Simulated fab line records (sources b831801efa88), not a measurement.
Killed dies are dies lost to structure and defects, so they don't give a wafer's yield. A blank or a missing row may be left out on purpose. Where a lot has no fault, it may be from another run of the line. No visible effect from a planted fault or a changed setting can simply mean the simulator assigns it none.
Split-lot study ; flow gf180mcu ; route with 602 steps; 5 lots, 23 wafers read

== THE SPLIT ==
At GF_M5_METAL_ETCH_10 (etches the open film in Cl2/BCl3, stops on SiO2, target depth 627.5 nm, time 104.6 s), the setting timeS was moved away from the recipe's 104.6 s on 11 of the 23 wafers read, by -13.4% to +10.9%. The other wafers ran this setting at the recipe's value.

The reading is taken at the split's own step.

== THE READING ==
oesProductAu, in a.u., at GF_M5_METAL_ETCH_10 (etches the open film in Cl2/BCl3, stops on SiO2, target depth 627.5 nm, time 104.6 s). Fault-free wafers of this fab line usually give 0.967 a.u., standard deviation 0.0077 a.u.

wafer;tool, chamber at the split;timeS as run, s;against the recipe;oesProductAu, a.u.;against lot-mates on the recipe
L074.2;rieMetal-01, 0;104.6;recipe;0.979;-
L074.3;rieMetal-01, 1;104.6;recipe;0.972;-
L074.4;rieMetal-01, 0;90.57;-13.4%;1.006;+0.030
L074.5;rieMetal-01, 1;90.57;-13.4%;0.990;+0.014
L074.6;rieMetal-01, 0;90.57;-13.4%;1.007;+0.031
L075.1;rieMetal-04, 1;109.8;+5.0%;0.954;-0.014
L075.2;rieMetal-04, 0;109.8;+5.0%;0.959;-0.009
L075.3;rieMetal-04, 1;109.8;+5.0%;0.974;+0.006
L075.4;rieMetal-04, 0;104.6;recipe;0.965;-
L075.5;rieMetal-04, 0;104.6;recipe;0.972;-
L076.2;rieMetal-01, 1;104.6;recipe;0.963;-
L076.5;rieMetal-01, 0;104.6;recipe;0.977;-
L076.6;rieMetal-01, 1;104.6;recipe;0.965;-
L080.1;rieMetal-02, 0;104.6;recipe;0.972;-
L080.2;rieMetal-02, 1;90.94;-13.1%;1.002;+0.028
L080.3;rieMetal-02, 1;104.6;recipe;0.978;-
L080.4;rieMetal-02, 0;104.6;recipe;0.972;-
L080.5;rieMetal-02, 1;90.94;-13.1%;1.010;+0.036
L085.1;rieMetal-04, 0;104.6;recipe;0.969;-
L085.2;rieMetal-04, 1;116;+10.9%;0.956;-0.012
L085.4;rieMetal-04, 0;116;+10.9%;0.947;-0.021
L085.5;rieMetal-04, 0;104.6;recipe;0.968;-
L085.6;rieMetal-04, 1;116;+10.9%;0.945;-0.023

THE FIT
A straight line over all 23 wafers: oesProductAu changes by -0.00224 a.u. for each +1% of timeS; r = -0.94; the points scatter about the line by 0.0065 a.u.
The same after taking each lot's own level away (the mean of its wafers on the recipe; 23 wafers): -0.00195 a.u. for each +1%; r = -0.93; scatter 0.0061 a.u.
Per that fit: largest timeS move, reading shift of 0.026 a.u.
The span of the lots' own levels, 0.9683 to 0.9755 a.u., comes to 0.9 times the standard deviation stated above.
In other words, the slope is changed by the lot-to-lot level; the two fits disagree.
Check: with one of the wafers moved furthest among these (-13.4%) left out of the fit, the line predicts +0.0268 a.u. for it against its lot-mates. It came out at +0.0305 a.u. against them.
Tool readings at the split's step, against how far the setting was moved: oesProductAu r = -0.94.

== ADDITIONAL SPLITS CARRIED BY THESE WAFERS ==
Before the reading, these wafers also passed through other splits. Each is held against what the fit with the lots' levels taken away leaves over:
other split on the same wafers;wafers away from the commonest value;r with oesProductAu (lot level and that fit taken away)
GF_M5_EXPOSE_04 doseMj;10;-0.12

== THE WHOLE CHAIN: every reading that the file lists as answering this split, in the file's order ==
step;what it does;reading;change (the file's fit);r (the file's)
GF_M5_METAL_ETCH_10;etches the open film in Cl2/BCl3, stops on SiO2, target depth 627.5 nm, time 104.6 s;oesProductAu;-0.00203 a.u. for each +1% of the setting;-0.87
GF_M5_METAL_ETCH_10;etches the open film in Cl2/BCl3, stops on SiO2, target depth 627.5 nm, time 104.6 s;KrF_of_M5_COAT_02.thkNm (the simulator's own value, which no gauge read);-2.43 nm for each +1% of the setting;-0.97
GF_M5_STRIP_11;strips in O2/N2;stripTimeToEndpointS;withheld for each +1% of the setting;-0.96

== FILE'S OWN FIT ==
oesProductAu changes by -0.00203 a.u. for each +1% of timeS, r = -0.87.
